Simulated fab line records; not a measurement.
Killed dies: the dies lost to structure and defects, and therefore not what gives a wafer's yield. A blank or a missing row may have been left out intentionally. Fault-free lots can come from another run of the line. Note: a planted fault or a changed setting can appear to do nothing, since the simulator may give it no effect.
Struck lot and sound lot, side by side    flow gf180mcu    28 steps out of a route of 602
Sound: wafers L949.1, L949.2, L949.6. The struck wafers were L956.3, L956.5, L956.6. The cause is named last.
For every step that has rows: the tool of each side, followed by ch and its chambers, followed by its first start. Under that, the readings that differ: sound wafers    struck wafers    difference of the means    sigmas: that difference in standard deviations of wafers without a fault.
alike: same words and numbers on both sides, and readings whose means sit less than 2 such deviations apart. not compared: any withheld reading, any reading some wafer has no value for, any bound like >300 that may hide the same value, and any number with overlapping values for which the record gives no deviation.
A row with sigmas, a row that says differs or no value, or rows on one side alone: a step with any of these is where the two part. Numbers that don't overlap but have no deviation are shown without sigmas and don't part them. A reading that every wafer of one side lacks parts them only if that side has two wafers or more.

first, 1 step without rows for these wafers: GF_V2_ETCH_17 (etches SiO2 in C4F8/O2/Ar, stops on TiN, target depth 630 nm).
GF_V2_STRIP_18: strips in O2/N2.
  sound on plasma-asher-02 ch 0,1, day 22 10:35; struck on plasma-asher-02 ch 0,1, day 25 00:11
  alike: drypump-motor-current-A, heater-power-w, oes-product-au, platen-temp-c
  not compared: rf-hours-counter-h
then, 3 steps without rows for these wafers: GF_V2_STRIP_19 (strips in post etch residue remover, time 1200 s); GF_V2_CLEAN_20 (cleans in DIW); GF_V2_SPUTTER_21 (material Ti, target thk 15 nm, time 80.02 s).
GF_V2_SPUTTER_22: material TiN, target thk 10 nm, time 40 s.
  struck on pvd-sputter-03, day 25 00:53; sound on pvd-sputter-01, day 22 11:11
  alike: cathode-dc-power-W, chamber-pressure-pa, throttle-valve-pct
GF_V2_CVD_23: deposits W, target thk 350 nm, time 104.94 s.
  sound on cvd-w-01 ch 0,1, day 22 11:13; struck on cvd-w-02 ch 0,1, day 25 00:58
  alike: heater-power-w
  not compared: since-wet-clean-h
GF_V2_RS_MEAS_24: uses a four-point probe to measure.
  struck on film-metro-04, day 25 01:05; sound on film-metro-04, day 22 11:20
  alike: V2_W_RS
GF_V2_THK_MEAS_25: measures by xrf.
  struck on film-metro-04, day 25 01:11; sound on film-metro-04, day 22 11:28
  alike: V2_W_THK
then, 3 steps without rows for these wafers: GF_V2_CMP_26 (polishes, stops on SiO2, t overpolish 15 s, target thk 0 nm); GF_M3_SPUTTER_00 (material Ti, target thk 37.5 nm, time 150 s); GF_M3_SPUTTER_01 (material TiN, target thk 30 nm, time 25 s).
GF_M3_SPUTTER_02: material AlCu, target thk 450 nm, time 23.9 s.
  struck on pvd-sputter-04, day 25 01:40; sound on pvd-sputter-04, day 22 11:57
  no value came back on the struck wafers for cathode-dc-power-W (W), chamber-pressure-pa (Pa), throttle-valve-pct (%); on the sound wafers cathode-dc-power-W (W) reads 10599 10599 10601
then, 1 step without rows for these wafers: GF_M3_SPUTTER_03 (material Ti, target thk 10 nm, time 6.7 s).
GF_M3_SPUTTER_04: material TiN, target thk 50 nm, time 41.7 s.
  struck on pvd-sputter-04, day 25 01:43; sound on pvd-sputter-04, day 22 12:00
  alike: cathode-dc-power-W, chamber-pressure-pa, throttle-valve-pct
GF_M3_RS_MEAS_05: uses a four-point probe to measure.
  struck on film-metro-04, day 25 01:47; sound on film-metro-02, day 22 12:02
reading              sound                 struck                difference  sigmas
M3_ALCU_RS (ohm/sq)  0.0685 0.0681 0.0686  7.1721 7.1589 7.2043  +7.1100     +99 or more
GF_M3_THK_MEAS_06: measures by xrf.
  struck on film-metro-04, day 25 01:53; sound on film-metro-02, day 22 12:10
reading           sound        struck    difference  sigmas
M3_ALCU_THK (nm)  460 461 460  <0 <0 <0  differs     
then, 7 steps without rows for these wafers: GF_M3_DEHYDRATE_07 (time 60 s); GF_M3_HMDS_08 (prime time 60 s); GF_M3_COAT_09 (resist thk 1000 nm); GF_M3_SOFTBAKE_10 (time 60 s); GF_M3_EXPOSE_11 (exposes mask Metal3, target cd 280 nm); GF_M3_PEB_12 (peb time 90 s); GF_M3_DEVELOP_13 (develop time 60 s).
GF_M3_CD_MEAS_14: the cd target is 280 nm.
  struck on cd-sem-02, day 25 22:42; sound on cd-sem-02, day 23 11:10
  alike: cd-nm
GF_M3_OVL_MEAS_15:
  struck on overlay-02, day 25 22:47; sound on overlay-01, day 23 11:17
  alike: M3_OVL
GF_M3_METAL_ETCH_16: etches the open film in Cl2/BCl3, stops on SiO2, target depth 627.5 nm, time 104.6 s.
  sound on rie-metal-03 ch 0,1, day 23 11:19; struck on rie-metal-01 ch 0,1, day 25 22:52
reading                 sound                 struck                difference  sigmas
oes-product-au (a.u.)   0.979 0.978 0.972     0.994 0.987 0.992     +0.015      +2
throttle-valve-pct (%)  28.246 28.243 28.250  28.202 28.238 28.235  -0.021      -2
  alike: bias-w, drypump-motor-current-A, mfc-cl2-sccm
  not compared: rf-hours-counter-h
GF_M3_STRIP_17: strips in O2/N2.
  sound on plasma-asher-02 ch 0,1, day 23 11:26; struck on plasma-asher-04 ch 0,1, day 25 22:58
  alike: drypump-motor-current-A, heater-power-w, oes-product-au, platen-temp-c, strip-time-to-endpoint-s
  not compared: rf-hours-counter-h

## WHERE THEY PART
First at GF_M3_SPUTTER_02; last, within this record, at GF_M3_METAL_ETCH_16. Later steps at which nothing parts them and some readings are alike: GF_M3_STRIP_17.

WHY: whatever the simulator had introduced
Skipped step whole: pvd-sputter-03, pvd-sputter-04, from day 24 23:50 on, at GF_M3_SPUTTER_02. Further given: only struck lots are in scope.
